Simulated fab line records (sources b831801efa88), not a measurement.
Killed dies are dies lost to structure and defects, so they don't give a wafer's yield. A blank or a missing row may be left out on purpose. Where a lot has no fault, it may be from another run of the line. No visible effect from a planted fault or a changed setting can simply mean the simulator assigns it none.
A struck lot beside a sound one :: flow sky130 :: 36 steps out of a route of 708
Sound: these wafers, L715.1, L715.4, L715.5. Struck: wafers L721.3, L721.5, L721.6. At the end, the cause is stated.
At each step with rows: each side's tool, then ch and its chambers, then its first start. Under that, the readings that differ: sound wafers :: struck wafers :: difference of the means :: sigmas: that difference in standard deviations of wafers without a fault.
alike: a reading whose means differ by less than 2 such deviations, as well as words and numbers matching on both sides. not compared: withheld readings; readings where some wafer has no value; bounds like >300 that might hide an equal value; numbers whose values overlap and for which the record gives no deviation.
Wherever a step has rows on one side only, a row that says differs or no value, or a row with sigmas, the two part there. Numbers that don't overlap but have no deviation are shown without sigmas and don't part them. Lack of a reading on every wafer of one side parts them only where that side has two or more wafers.

first, 10 steps without rows for these wafers: SKY_POLY_CUT_ETCH_10 (etches BARC in N2/H2, stops on SiO2, time 45.9 s, target depth 60 nm); SKY_POLY_CUT_ETCH_11 (etches Si3N4 in CF4/CH2F2/Ar, stops on poly-Si, time 42.5 s, target depth 60 nm); SKY_POLY_CUT_STRIP_12 (strips in O2/N2); SKY_SD_P_DEHYDRATE_00 (time 60 s); SKY_SD_P_HMDS_01 (prime time 60 s); SKY_SD_P_COAT_02 (resist thk 1140 nm); SKY_SD_P_SOFTBAKE_03 (time 60 s); SKY_SD_P_EXPOSE_04 (exposes mask PSDM, target cd 380 nm); SKY_SD_P_PEB_05; SKY_SD_P_DEVELOP_06 (develop time 60 s).
SKY_SD_P_IMPLANT_09:
  sound on implanter-03 ch 0, day 29 05:52; struck on implanter-02 ch 0, day 31 10:53
  alike: beam on s, dose ions cm2
SKY_SD_P_STRIP_10: strips in O2/N2.
  sound on plasma asher-03 ch 0,1, day 29 06:01; struck on plasma asher-03 ch 0,1, day 31 11:01
reading: oes product au (a.u.)
sound: 0.616 0.618 0.618
struck: 0.592 0.593 0.584
difference: -0.028
sigmas: -7

reading: strip time to endpoint s (s)
sound: 17.47 17.48 17.46
struck: 18.96 18.98 19.04
difference: +1.52
sigmas: +30
  alike: drypump motor current A
  not compared: rf hours counter h
SKY_SD_P_TW_MEAS_11:
  struck on film metro-02, day 31 11:20; sound on film metro-03, day 29 06:07
reading: SD_P_TW
sound: 2845 2833 2845
struck: 3079 3094 3109
difference: +253
sigmas: +12
then, 21 steps without rows for these wafers: SKY_RES_XHIGH_DEHYDRATE_00 (time 60 s); SKY_RES_XHIGH_HMDS_01 (prime time 60 s); SKY_RES_XHIGH_COAT_02 (resist thk 1140 nm); SKY_RES_XHIGH_SOFTBAKE_03 (time 60 s); SKY_RES_XHIGH_EXPOSE_04 (exposes mask URPM, target cd 1270 nm); SKY_RES_XHIGH_PEB_05; SKY_RES_XHIGH_DEVELOP_06 (develop time 60 s); SKY_RES_XHIGH_IMPLANT_07; SKY_RES_XHIGH_STRIP_08 (strips in O2/N2); SKY_SD_N_DEHYDRATE_00 (time 60 s); SKY_SD_N_HMDS_01 (prime time 60 s); SKY_SD_N_COAT_02 (resist thk 1140 nm); SKY_SD_N_SOFTBAKE_03 (time 60 s); SKY_SD_N_EXPOSE_04 (exposes mask NSDM, target cd 380 nm); SKY_SD_N_PEB_05; SKY_SD_N_DEVELOP_06 (develop time 60 s); SKY_SD_N_IMPLANT_09; SKY_SD_N_IMPLANT_10; SKY_SD_N_STRIP_11 (strips in O2/N2); SKY_SD_N_CLEAN_13 (cleans in SC1/SC2, time 150 s); SKY_SD_N_RTA_14 (time 2 s).
-- the record jumps here: 2 days lie between the struck wafers' starts before and after --
SKY_SD_N_RS_MEAS_17: uses a four-point probe to measure.
  struck on film metro-01, day 33 18:59; sound on film metro-03, day 31 15:25
reading: SD_P_RS (ohm/sq)
sound: 147.5 147.3 147.5
struck: 137.9 138.8 138.0
difference: -9.2
sigmas: -24
-- the record jumps here: 16 days lie between the struck wafers' starts before and after (it left off in module SD_N and takes up again in module PAD_OPEN, whose first step shown is number 708 of the route) --
SKY_PAD_OPEN_PROBE_99:
  struck on prober-01, day 50 04:28; sound on prober-01, day 48 14:21
reading: model.etest.res high po.line ohm um
sound: 733.6 732.5 734.6
struck: 508.5 516.3
difference: -221.2
sigmas: 

reading: model.etest.res pdiff.line ohm um
sound: 1334 1357 1361
struck: 1158 1156
difference: -194
sigmas: 

reading: model.etest.licon high po.rc ohm
sound: 349.9 349.9 339.8
struck: 193.2 195.4
difference: -152.2
sigmas: 

reading: model.etest.pfet g5v0d10v5.r on ohm um
sound: 4759 4832 4663
struck: 4657 4647
difference: -99
sigmas: 

reading: model.etest.licon pdiff.rc ohm
sound: 562.3 583 560.6
struck: 470.1 478.7
difference: -94.2
sigmas: 

reading: model.etest.pfet_01v8.r on ohm um
sound: 3026 3060 2964
struck: 2764 2904
difference: -183
sigmas: 

reading: model.etest.res high po.rs ohm sq
sound: 257 257.1 255.2
struck: 176 183.3
difference: -77
sigmas: 

reading: model.etest.res pdiff hv.rs ohm sq
sound: 193.1 193.2 193.9
struck: 160.8 161.4
difference: -32.3
sigmas: 

## WHERE THEY PART
Last at SKY_SD_N_RS_MEAS_17 as far as this record goes, first at SKY_SD_P_STRIP_10.

WHY: the cause the simulator had injected
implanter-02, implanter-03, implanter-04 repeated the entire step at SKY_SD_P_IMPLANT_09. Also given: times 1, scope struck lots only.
